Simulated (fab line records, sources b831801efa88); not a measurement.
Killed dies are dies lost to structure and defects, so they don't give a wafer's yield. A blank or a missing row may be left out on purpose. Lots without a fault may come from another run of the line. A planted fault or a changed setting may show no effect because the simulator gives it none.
fab line records | flow sky130
record lots=10 wafers=30 last_day=50
route steps=708 shown POLY_GATE@204 VIA3@585 CAP2M@617 PAD_OPEN@708
lots that met no fault: from a run of the same line without faults
start_h: hours from the record's first day to the start of the lot's first wafer shown | wait_h: hours since the lot's step before | " the same as in the row above | L1.1+2: a row that stands for several wafers | - no value, or no start given | * or withheld: withheld | < > ~ a bound
route shown NAME@n: a module of which the file shows steps, and the number in the route of the first | usual: mean/standard deviation of fault-free wafers | same: alike in all rows | chamber/n: place in a boat | sites: the reading at each site | _std_site: their standard deviation | _edge_site: outer sites' mean less inner sites' | radius_mm: how far each site lies from the wafer's centre | mask NAME#n: copy n | behind: the tool/chamber that last shaped the wafer | hold: why the lot was held/for how many hours/how that ended | device: the transistor (n, p or np) that didn't switch | end of line: the same wafers' tests at the end of the route | a step without rows: its recipe alone | killed: dies lost to structure and defects at the first sort, not the wafer's yield | map: a wafer's dies, x killed, . not, _ none there
set.NAME: the setting as run; set.NAME@STEP: as run at that earlier step | model.NAME: the simulator's own value behind a step, which no gauge read
steps of the route over a sample of lots; a table a step, a row a wafer
services: from which hour (start_h, from the record's first day; less than 0 if before it) a tool's chamber was out of use, for how many hours, and why
## steps
# step SKY_POLY_GATE_CVD_00
# recipe material=poly-Si target_thk_nm=180 temp_c=620 time_s=720 pressure_mtorr=200
# usual pressure_mtorr=199.9/0.37 spike_tc_centre_C=620.4/1.1 susceptor_temp_C=620.03/0.28 zone_power_centre_pct=10.4/0.76
# columns lot.wafer tool chamber start_h wait_h pressure_mtorr spike_tc_centre_C susceptor_temp_C zone_power_centre_pct
L904.1 lpcvd-01 0 323.40 0.0 200.3 618.9 619.29 10.9
L904.4 " 0 " " 200.3 619.9 619.87 11.0
L904.6 " 0 " " 200.2 619.0 619.89 10.9
L907.1 lpcvd-01 0 342.61 0.0 200.1 620.8 619.68 11.0
L907.2 " 0 " " 200.0 620.1 619.87 11.0
L907.6 " 0 " " 199.4 619.8 619.95 10.9
L908.1 lpcvd-01 1 354.07 0.0 198.9 621.5 620.45 9.6
L908.2 " 1 " " 199.6 622.5 620.17 9.4
L908.4 " 1 " " 200.0 621.5 620.51 9.4
L910.1 lpcvd-01 0 378.40 0.0 199.8 619.4 620.07 11.0
L910.3 " 0 " " 200.5 620.7 620.33 11.1
L910.5 " 0 " " 199.9 620.0 619.93 10.9
L913.1 lpcvd-01 1 393.68 0.0 199.2 621.5 619.49 9.5
L913.3 " 1 " " 199.2 621.8 619.99 9.5
L913.5 " 1 " " 200.1 621.9 619.81 9.6
L915.2 lpcvd-01 0 413.78 0.0 200.2 620.7 619.74 10.7
L915.4 " 0 " " 199.5 619.7 619.96 10.8
L915.5 " 0 " " 200.1 620.4 619.76 11.2
L916.4 lpcvd-01 0 424.91 0.0 200.0 620.7 619.96 11.2
L916.5 " 0 " " 200.1 621.8 619.79 11.0
L916.6 " 0 " " 200.2 620.5 620.27 11.2
L920.1 lpcvd-01 0 457.58 0.0 200.1 619.9 619.96 10.9
L920.4 " 0 " " 200.9 619.0 620.25 11.0
L920.5 " 0 " " 200.1 621.0 620.35 10.9
L921.3 lpcvd-01 0 463.08 0.0 199.8 620.4 619.99 10.9
L921.4 " 0 " " 199.7 619.6 619.59 11.0
L921.5 " 0 " " 199.7 620.2 619.55 11.0
L926.3 lpcvd-01 1 522.09 0.0 200.3 621.7 620.24 9.4
L926.4 " 1 " " 200.4 620.6 620.45 9.4
L926.5 " 1 " " 200.2 620.8 620.61 9.4
# step SKY_POLY_GATE_THK_MEAS_01
# recipe reads=poly-Si_of_POLY_GATE_CVD_00
# usual POLY_GATE_CVD_00_THK=180.3/1.7
# columns lot.wafer tool chamber start_h wait_h POLY_GATE_CVD_00_THK[nm]
L904.1 film_metro-02 - 324.60 0.0 180.7
L904.4 " - " " 180.5
L904.6 " - " " 182.4
L907.1 film_metro-01 - 343.81 0.0 180.9
L907.2 " - " " 181.1
L907.6 " - " " 179.1
L908.1 film_metro-03 - 355.27 0.0 180.9
L908.2 " - " " 181.3
L908.4 " - " " 179.4
L910.1 film_metro-03 - 379.60 0.0 177.0
L910.3 " - " " 179.2
L910.5 " - " " 178.6
L913.1 film_metro-03 - 394.88 0.0 180.1
L913.3 " - " " 180.1
L913.5 " - " " 179.4
L915.2 film_metro-02 - 414.99 0.0 179.9
L915.4 " - " " 179.4
L915.5 " - " " 182.2
L916.4 film_metro-01 - 426.74 0.0 179.2
L916.5 " - " " 177.6
L916.6 " - " " 178.1
L920.1 film_metro-02 - 459.38 0.0 161.9
L920.4 " - " " 161.8
L920.5 " - " " 160.7
L921.3 film_metro-01 - 464.90 0.0 164.7
L921.4 " - " " 164.3
L921.5 " - " " 164.9
L926.3 film_metro-02 - 523.31 0.0 183.6
L926.4 " - " " 183.0
L926.5 " - " " 184.0
# step SKY_POLY_GATE_ETCH_17
# recipe target_depth_nm=180 stop_on=SiO2 over_etch_frac=0.56667 chemistry=HBr/Cl2 target=poly-Si icp_w=400 bias_w=100 pressure_mtorr=10 HBr_flow_sccm=150 Cl2_flow_sccm=50 time_s=70.5
# usual drypump_motor_current_A=5.8/0.55 oes_product_au=0.984/0.011 throttle_valve_pct=33.685/0.009
# same over_etch_frac=0.56667
# columns lot.wafer tool chamber start_h wait_h drypump_motor_current_A oes_product_au rf_hours_counter_h throttle_valve_pct
L904.1 rie_si-02 0 381.34 0.0 5.3 0.978 7 33.688
L904.4 " 1 " " 4.8 0.959 1 33.676
L904.6 " 0 " " 5.4 0.993 - 33.691
L907.1 rie_si-02 3 404.28 0.0 6.1 0.976 15 33.679
L907.2 " 2 " " 6.0 0.969 4 33.685
L907.6 " 2 " " 6.0 0.967 - 33.679
L908.1 rie_si-01 2 416.08 0.0 6.7 1.001 22 33.684
L908.2 " 1 " " 5.9 0.991 2 33.698
L908.4 " 3 " " 5.6 0.989 22 33.664
L910.1 rie_si-02 1 443.58 0.0 4.8 0.967 2 33.685
L910.3 " 3 " " 6.0 0.982 15 33.672
L910.5 " 2 " " 6.0 0.973 - 33.695
L913.1 rie_si-02 1 458.59 0.0 4.8 0.983 2 33.684
L913.3 " 2 " " 6.0 0.980 5 33.674
L913.5 " 1 " " 4.8 0.977 - 33.668
L915.2 rie_si-02 0 477.98 0.0 5.4 0.996 7 33.670
L915.4 " 3 " " 6.1 0.987 15 33.678
L915.5 " 2 " " 6.0 0.985 - 33.680
L916.4 rie_si-01 2 491.25 0.1 6.7 0.986 - 33.688
L916.5 " 3 " " 5.6 0.984 - 33.691
L916.6 " 1 " " 5.9 0.987 - 33.702
L920.1 rie_si-01 3 524.03 0.0 5.6 0.916 22 33.677
L920.4 " 0 " " 5.7 0.928 0 33.688
L920.5 " 2 " " 6.7 0.915 - 33.685
L921.3 rie_si-02 0 528.58 0.0 5.4 0.935 7 33.686
L921.4 " 3 " " 6.0 0.938 15 33.692
L921.5 " 2 " " 6.0 0.933 - 33.687
L926.3 rie_si-01 3 585.58 0.0 5.6 0.996 23 33.686
L926.4 " 2 " " 6.6 1.004 23 33.683
L926.5 " 2 " " 6.7 0.999 - 33.675
# step SKY_VIA3_CD_MEAS_12
# recipe target_cd_nm=200
# usual cd_nm=200.5/1.7
# columns lot.wafer tool chamber start_h wait_h cd_nm
L904.1 cd_sem-01 - 937.03 - 198.5
L904.4 " - " " 200.9
L904.6 " - " " 199.5
L907.1 cd_sem-02 - 958.48 - 200.9
L907.2 " - " " 200.9
L907.6 " - " " 199.9
L908.1 cd_sem-01 - 970.29 - 202.0
L908.2 " - " " 203.3
L908.4 " - " " 202.0
L910.1 cd_sem-02 - 990.28 - 197.7
L910.3 " - " " 194.0
L910.5 " - " " 197.1
L913.1 cd_sem-02 - 1001.44 - 200.8
L913.3 " - " " 201.1
L913.5 " - " " 201.5
L915.2 cd_sem-02 - 1016.06 - 200.2
L915.4 " - " " 198.6
L915.5 " - " " 199.3
L916.4 cd_sem-02 - 1023.34 - 201.9
L916.5 " - " " 202.1
L916.6 " - " " 202.9
L920.1 cd_sem-02 - 1050.14 - 197.6
L920.4 " - " " 198.3
L920.5 " - " " 198.8
L921.3 cd_sem-01 - 1051.18 - 200.4
L921.4 " - " " 201.0
L921.5 " - " " 200.1
L926.3 cd_sem-02 - 1092.78 - 199.0
L926.4 " - " " 199.1
L926.5 " - " " 198.4
# step SKY_VIA3_STRIP_16
# recipe chemistry=O2/N2 power_w=1400 pressure_mtorr=1500 platen_temp_c=withheld o2_flow_sccm=3000 n2_flow_sccm=300 overash_fraction=0.5
# usual drypump_motor_current_A=5.97/0.26 oes_product_au=0.401/0.0047 strip_time_to_endpoint_s=4.129/0.026
# columns lot.wafer tool chamber start_h wait_h drypump_motor_current_A oes_product_au rf_hours_counter_h strip_time_to_endpoint_s
L904.1 plasma_asher-03 0 937.29 0.0 5.71 0.407 79 4.135
L904.4 " 0 " " 5.72 0.400 - 4.132
L904.6 " 1 " " 6.18 0.397 - 4.151
L907.1 plasma_asher-04 0 958.74 0.0 6.25 0.394 53 4.139
L907.2 " 1 " " 6.09 0.405 53 4.126
L907.6 " 1 " " 6.08 0.396 - 4.123
L908.1 plasma_asher-03 0 970.55 0.0 5.70 0.407 83 4.124
L908.2 " 1 " " 6.17 0.393 83 4.133
L908.4 " 0 " " 5.72 0.405 - 4.121
L910.1 plasma_asher-04 0 990.54 0.0 6.23 0.410 57 4.135
L910.3 " 1 " " 6.09 0.398 - 4.167
L910.5 " 0 " " 6.23 0.400 - 4.107
L913.1 plasma_asher-01 0 1001.70 0.0 5.81 0.395 23 4.087
L913.3 " 1 " " 5.49 0.398 - 4.115
L913.5 " 1 " " 5.46 0.401 - 4.111
L915.2 plasma_asher-01 0 1016.30 0.0 5.78 0.403 24 4.176
L915.4 " 0 " " 5.80 0.398 - 4.094
L915.5 " 0 " " 5.79 0.402 - 4.135
L916.4 plasma_asher-03 1 1023.57 0.1 6.16 0.403 - 4.161
L916.5 " 0 " " 5.71 0.409 - 4.119
L916.6 " 1 " " 6.17 0.399 - 4.122
L920.1 plasma_asher-01 1 1050.40 0.0 5.49 0.404 27 4.144
L920.4 " 0 " " 5.80 0.402 - 4.135
L920.5 " 1 " " 5.42 0.411 - 4.160
L921.3 plasma_asher-04 1 1051.43 0.1 6.10 0.400 - 4.171
L921.4 " 0 " " 6.24 0.400 - 4.153
L921.5 " 1 " " 6.10 0.399 - 4.150
L926.3 plasma_asher-03 0 1093.03 0.1 5.71 0.407 - 4.138
L926.4 " 1 " " 6.15 0.396 - 4.112
L926.5 " 1 " " 6.18 0.389 - 4.124
# step SKY_CAP2M_STRIP_14
# recipe chemistry=O2/N2 power_w=1400 pressure_mtorr=1500 platen_temp_c=withheld o2_flow_sccm=3000 n2_flow_sccm=300 overash_fraction=0.5
# usual drypump_motor_current_A=6.07/0.25 oes_product_au=0.711/0.0047 strip_time_to_endpoint_s=12.67/0.05
# columns lot.wafer tool chamber start_h wait_h drypump_motor_current_A oes_product_au rf_hours_counter_h strip_time_to_endpoint_s
L904.1 plasma_asher-02 0 963.40 0.1 6.08 0.708 118 12.66
L904.4 " 1 " " 6.34 0.715 - 12.65
L904.6 " 0 " " 6.05 0.713 - 12.68
L907.1 plasma_asher-02 1 984.95 0.1 6.33 0.714 121 12.65
L907.2 " 0 " " 6.04 0.703 121 12.70
L907.6 " 0 " " 6.03 0.703 - 12.64
L908.1 plasma_asher-04 1 996.35 0.1 6.09 0.707 57 12.71
L908.2 " 0 " " 6.28 0.703 57 12.66
L908.4 " 1 " " 6.11 0.713 - 12.70
L910.1 plasma_asher-02 0 1015.02 0.1 6.10 0.710 124 12.62
L910.3 " 0 " " 6.07 0.706 - 12.58
L910.5 " 0 " " 6.10 0.717 - 12.55
L913.1 plasma_asher-04 1 1026.07 0.1 6.10 0.704 60 12.56
L913.3 " 0 " " 6.21 0.704 - 12.63
L913.5 " 1 " " 6.10 0.707 - 12.65
L915.2 plasma_asher-04 0 1040.15 0.1 6.22 0.712 62 12.60
L915.4 " 0 " " 6.22 0.708 - 12.58
L915.5 " 1 " " 6.08 0.716 - 12.64
L916.4 plasma_asher-01 1 1047.19 0.1 5.50 0.707 - 12.64
L916.5 " 1 " " 5.50 0.709 - 12.63
L916.6 " 0 " " 5.82 0.713 - 12.61
L920.1 plasma_asher-04 1 1072.89 0.1 6.12 0.709 65 12.69
L920.4 " 1 " " 6.11 0.710 - 12.69
L920.5 " 1 " " 6.11 0.713 - 12.70
L921.3 plasma_asher-04 0 1074.75 0.1 6.22 0.709 - 12.66
L921.4 " 1 " " 6.09 0.709 - 12.71
L921.5 " 0 " " 6.24 0.715 - 12.66
L926.3 plasma_asher-01 0 1114.54 0.1 5.82 0.713 - 12.65
L926.4 " 1 " " 5.47 0.720 - 12.64
L926.5 " 0 " " 5.78 0.699 - 12.69
# step SKY_PAD_OPEN_PROBE_99
# usual killed_at_M0_to_M3=43/6.8 killed_at_M4_up=3.3/2.1 killed_at_contacts=24/5 killed_at_front_end=15/4.4 killed_at_other=0.3/0.57 killed_dies=86/9.7 killed_on_rim=17/3.6 killed_open=47/7.3 killed_short=39/6.1
# same gross_dies=492 killed_at_back_side=0
# columns lot.wafer tool chamber start_h wait_h killed_at_M0_to_M3 killed_at_M4_up killed_at_contacts killed_at_front_end killed_at_other killed_dies killed_on_rim killed_open killed_short
L904.1 prober-01 - 1082.90 0.1 41 2 22 8 1 74 14 31 43
L904.4 prober-01 - 1083.05 0.2 39 5 28 16 1 89 14 53 34
L904.6 prober-01 - 1083.15 0.2 35 4 30 11 0 80 20 47 33
L907.1 prober-02 - 1103.59 0.1 43 1 22 19 0 85 12 41 43
L907.2 prober-02 - 1103.64 0.1 47 1 20 11 0 79 16 41 37
L907.6 prober-02 - 1103.84 0.2 38 7 29 13 0 87 15 39 48
L908.1 prober-01 - 1113.21 0.1 38 9 22 15 0 84 20 45 39
L908.2 prober-01 - 1113.26 0.1 44 5 31 14 0 94 19 55 39
L908.4 prober-01 - 1113.36 0.2 45 1 28 9 0 83 22 48 35
L913.1 prober-02 - 1137.16 0.1 39 5 26 15 2 87 23 50 36
L913.3 prober-02 - 1137.26 0.2 49 0 32 16 0 97 15 61 36
L913.5 prober-02 - 1137.36 0.2 59 3 26 16 1 105 23 57 48
L920.1 prober-01 - 1175.63 0.1 55 2 22 18 0 97 25 44 52
L920.4 prober-01 - 1175.78 0.2 37 2 15 12 1 67 16 33 33
L920.5 prober-01 - 1175.83 0.2 46 4 25 18 1 94 17 58 36
L921.3 prober-02 - 1176.96 0.2 34 6 19 12 0 71 10 40 30
L921.4 prober-02 - 1177.01 0.2 39 3 27 14 1 84 16 38 45
L921.5 prober-02 - 1177.06 0.2 39 5 21 11 0 76 12 36 40
# killed by level:class
L904.1 CONTACT:geometric_particle:open=9 VIA3:geometric_particle:open=9 METAL1:geometric_particle:short=7 METAL2:geometric_particle:short=6 VIA1:geometric_particle:short=5 VIA1:geometric_particle:open=5 VIA3:geometric_particle:short=4 FIELD_ISO:geometric_particle:short=3
L904.4 VIA1:geometric_particle:open=13 CONTACT:geometric_particle:open=9 VIA2:geometric_particle:open=8 LI_CONTACT:geometric_particle:open=7 SPACER:geometric_particle:open=5 METAL1:geometric_particle:short=5 METAL4:geometric_particle:short=5 CONTACT:geometric_particle:short=4
L904.6 CONTACT:geometric_particle:open=10 LI_CONTACT:geometric_particle:open=8 VIA1:geometric_particle:open=7 CONTACT:geometric_particle:short=6 VIA3:geometric_particle:open=5 METAL2:geometric_particle:short=4 VIA2:geometric_particle:open=4 FIELD_ISO:geometric_particle:short=3
L907.1 VIA3:geometric_particle:open=11 CONTACT:geometric_particle:open=8 LI_CONTACT:geometric_particle:open=5 CONTACT:geometric_particle:short=5 METAL1:geometric_particle:short=5 VIA1:geometric_particle:short=5 METAL3:geometric_particle:short=5 POLY_GATE:geometric_particle:open=4
L907.2 VIA1:geometric_particle:open=12 METAL1:geometric_particle:short=6 VIA2:geometric_particle:open=6 VIA3:geometric_particle:open=6 CONTACT:geometric_particle:open=5 LI_CONTACT:geometric_particle:open=5 LOCAL_INTERCONNECT:geometric_particle:short=5 VIA3:geometric_particle:short=5
L907.6 CONTACT:geometric_particle:open=13 CONTACT:geometric_particle:short=7 VIA1:geometric_particle:open=7 VIA2:geometric_particle:open=7 VIA3:geometric_particle:short=7 FIELD_ISO:geometric_particle:short=5 METAL4:geometric_particle:short=5 POLY_GATE:geometric_particle:short=4
L908.1 CONTACT:geometric_particle:open=9 METAL2:geometric_particle:short=7 VIA1:geometric_particle:open=7 LI_CONTACT:geometric_particle:open=5 POLY_GATE:geometric_particle:open=5 METAL4:geometric_particle:short=5 METAL1:geometric_particle:short=5 FIELD_ISO:geometric_particle:open=4
L908.2 LI_CONTACT:geometric_particle:open=15 CONTACT:geometric_particle:open=10 METAL1:geometric_particle:short=10 VIA1:geometric_particle:open=8 METAL2:geometric_particle:short=6 VIA2:geometric_particle:open=6 POLY_GATE:geometric_particle:short=5 POLY_GATE:geometric_particle:open=4
L908.4 CONTACT:geometric_particle:open=12 VIA1:geometric_particle:open=10 VIA2:geometric_particle:open=8 LI_CONTACT:geometric_particle:open=6 METAL1:geometric_particle:short=6 CONTACT:geometric_particle:short=4 VIA1:geometric_particle:short=4 VIA2:geometric_particle:short=4
L913.1 LI_CONTACT:geometric_particle:open=11 CONTACT:geometric_particle:open=8 METAL2:geometric_particle:short=7 VIA2:geometric_particle:open=7 VIA1:geometric_particle:open=6 FIELD_ISO:geometric_particle:open=5 VIA1:geometric_particle:short=4 FIELD_ISO:geometric_particle:short=4
L913.3 LI_CONTACT:geometric_particle:open=12 CONTACT:geometric_particle:open=9 METAL2:geometric_particle:short=9 VIA3:geometric_particle:open=8 VIA2:geometric_particle:open=8 VIA1:geometric_particle:open=7 FIELD_ISO:geometric_particle:open=5 VIA2:geometric_particle:short=4
L913.5 VIA1:geometric_particle:open=12 CONTACT:geometric_particle:open=9 VIA3:geometric_particle:open=9 FIELD_ISO:geometric_particle:open=6 METAL3:geometric_particle:short=6 VIA2:geometric_particle:short=6 METAL2:geometric_particle:open=6 METAL2:geometric_particle:short=6
L920.1 VIA1:geometric_particle:open=13 VIA1:geometric_particle:short=7 LOCAL_INTERCONNECT:geometric_particle:short=7 METAL1:geometric_particle:short=6 VIA2:geometric_particle:open=6 FIELD_ISO:geometric_particle:open=5 LI_CONTACT:geometric_particle:open=5 VIA3:geometric_particle:open=5
L920.4 VIA1:geometric_particle:open=7 METAL2:geometric_particle:short=7 METAL1:geometric_particle:short=6 VIA3:geometric_particle:open=5 LI_CONTACT:geometric_particle:open=5 CONTACT:geometric_particle:open=5 POLY_GATE:geometric_particle:short=3 VIA2:geometric_particle:open=3
L920.5 CONTACT:geometric_particle:open=13 VIA1:geometric_particle:open=11 LI_CONTACT:geometric_particle:open=7 VIA3:geometric_particle:open=6 VIA2:geometric_particle:open=6 VIA1:geometric_particle:short=5 POLY_GATE:geometric_particle:open=4 POLY_GATE:geometric_particle:short=4
L921.3 LI_CONTACT:geometric_particle:open=8 VIA3:geometric_particle:open=7 CONTACT:geometric_particle:open=6 VIA2:geometric_particle:open=5 POLY_GATE:geometric_particle:short=4 VIA1:geometric_particle:open=4 VIA2:geometric_particle:short=4 METAL1:geometric_particle:short=3
L921.4 VIA1:geometric_particle:open=14 CONTACT:geometric_particle:short=10 METAL1:geometric_particle:short=6 CONTACT:geometric_particle:open=6 POLY_GATE:geometric_particle:open=5 LI_CONTACT:geometric_particle:short=4 METAL2:geometric_particle:short=4 VIA2:geometric_particle:short=4
L921.5 CONTACT:geometric_particle:open=8 VIA1:geometric_particle:short=7 LI_CONTACT:geometric_particle:open=6 METAL1:geometric_particle:short=5 METAL4:geometric_particle:short=5 VIA3:geometric_particle:open=5 LOCAL_INTERCONNECT:geometric_particle:short=4 VIA1:geometric_particle:open=4
## services
# columns tool chamber start_h hours kind
plasma_asher-04 - 342.92 3.4 repair
plasma_asher-04 - 346.48 14.6 pm
plasma_asher-04 - 421.25 9.0 pm
plasma_asher-04 - 471.61 11.1 repair
plasma_asher-01 - 473.88 1.2 repair
plasma_asher-01 - 491.65 4.8 repair
plasma_asher-01 - 527.63 2.8 pm
plasma_asher-04 - 564.10 0.8 repair
rie_si-02 1 576.40 1.9 repair
lpcvd-01 - 630.13 1.9 repair
plasma_asher-01 - 661.18 11.0 repair
plasma_asher-04 - 724.47 0.4 repair
plasma_asher-01 - 733.75 9.0 pm
plasma_asher-04 - 743.99 3.5 repair
plasma_asher-01 - 774.43 13.9 repair
lpcvd-01 - 782.12 2.8 pm
lpcvd-01 - 786.52 6.0 pm
plasma_asher-04 - 801.75 8.8 repair
rie_si-02 0 819.46 3.4 repair
plasma_asher-04 - 884.83 2.8 pm
rie_si-02 - 884.97 2.0 repair
rie_si-02 2 951.89 4.5 repair
plasma_asher-04 - 1085.75 1.5 repair
rie_si-02 - 1108.25 14.6 pm
## key
first_sign step=SKY_POLY_GATE_THK_MEAS_01 reading=POLY_GATE_CVD_00_THK direction=down sigmas=10 usual=180.3 struck=163.0
effect step=SKY_POLY_GATE_ETCH_17 reading=oes_product_au direction=down sigmas=5.1 usual=0.984 struck=0.927
met_at SKY_POLY_GATE_CVD_00
struck_lots L920,L921
struck_wafers L920.1,L920.4,L920.5,L921.3,L921.4,L921.5
tester_left_out L920,L921
not_acting_at SKY_VIA3_CD_MEAS_12,SKY_VIA3_STRIP_16,SKY_CAP2M_STRIP_14
onset_between 424.91 457.58
fault kind=process_parameter_drift tool=lpcvd-01 chamber=0 onset_h=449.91 steps=SKY_POLY_GATE_CVD_00 channel=target_thk_nm offset=-15.778 shape=step end_h=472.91 stated=180
# tester_left_out: of these lots the tester's yield and bins aren't shown, on N5 and GAA mostly nor the transistor test; their killed dies are dies lost to structure and defects alone, not to doping, threshold or leakage, so they don't give the yield
